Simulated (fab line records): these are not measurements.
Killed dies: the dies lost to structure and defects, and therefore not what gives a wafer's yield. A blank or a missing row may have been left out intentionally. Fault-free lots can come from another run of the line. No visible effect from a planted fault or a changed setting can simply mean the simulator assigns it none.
Matching of chambers    flow gf180mcu    4 sister chambers for GF_V2_CMP_04 on cmp-01
The step polishes SiO2. 8 wafers are shown with their chamber, then 8 later ones without.

== WAFERS, EACH WITH ITS CHAMBER ==
wafer   chamber  motorCurrentA (A)  headPressurePsi (psi)
L281.3  0        11.2               3.998
L293.2  1        11.7               3.992
L293.4  2        11.2               3.981
L293.5  2        11.8               3.989
L294.3  1        11.8               4.008
L294.4  0        10.5               3.996
L294.6  3        11.5               3.997
L296.2  3        11.0               4.017

== WAFERS WITH NO CHAMBER GIVEN ==
wafer   motorCurrentA (A)  headPressurePsi (psi)
L296.4  11.3               3.986
L296.5  11.5               3.990
L297.2  11.3               3.990
L297.5  11.5               3.998
L297.6  12.0               4.005
L298.1  11.2               3.997
L298.3  11.6               4.004
L298.6  10.9               4.018

== EACH ONE'S CHAMBER ==
wafer   from the rows above                in truth
L296.4  can't be placed: 2 or 0 or 1 or 3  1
L296.5  can't be placed: 2 or 1 or 0 or 3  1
L297.2  can't be placed: 2 or 0 or 1 or 3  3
L297.5  can't be placed: 1 or 3 or 2 or 0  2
L297.6  can't be placed: 1 or 3 or 2       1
L298.1  can't be placed: 0 or 3 or 2 or 1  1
L298.3  can't be placed: 1 or 3 or 2 or 0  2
L298.6  can't be placed: 3 or 0 or 1       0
Correct placement for 0 of the 8. These rows do not allow placing 8 (true chamber among the candidates in 8). Wrongly placed: 0.
How it was worked out, from the rows above alone: a wafer's distance from a chamber is the root of the sum, over the readings, of the square of ((its reading less the chamber's mean) divided by the reading's scatter). The wafer belongs to the nearest chamber; if the next one is less than 2 further off, it can't be placed. Each chamber's mean is taken over the wafers shown for it. The scatter is the square root of a quotient: the sum, over the shown wafers, of each reading's squared deviation from its chamber's mean, divided by wafers minus chambers.
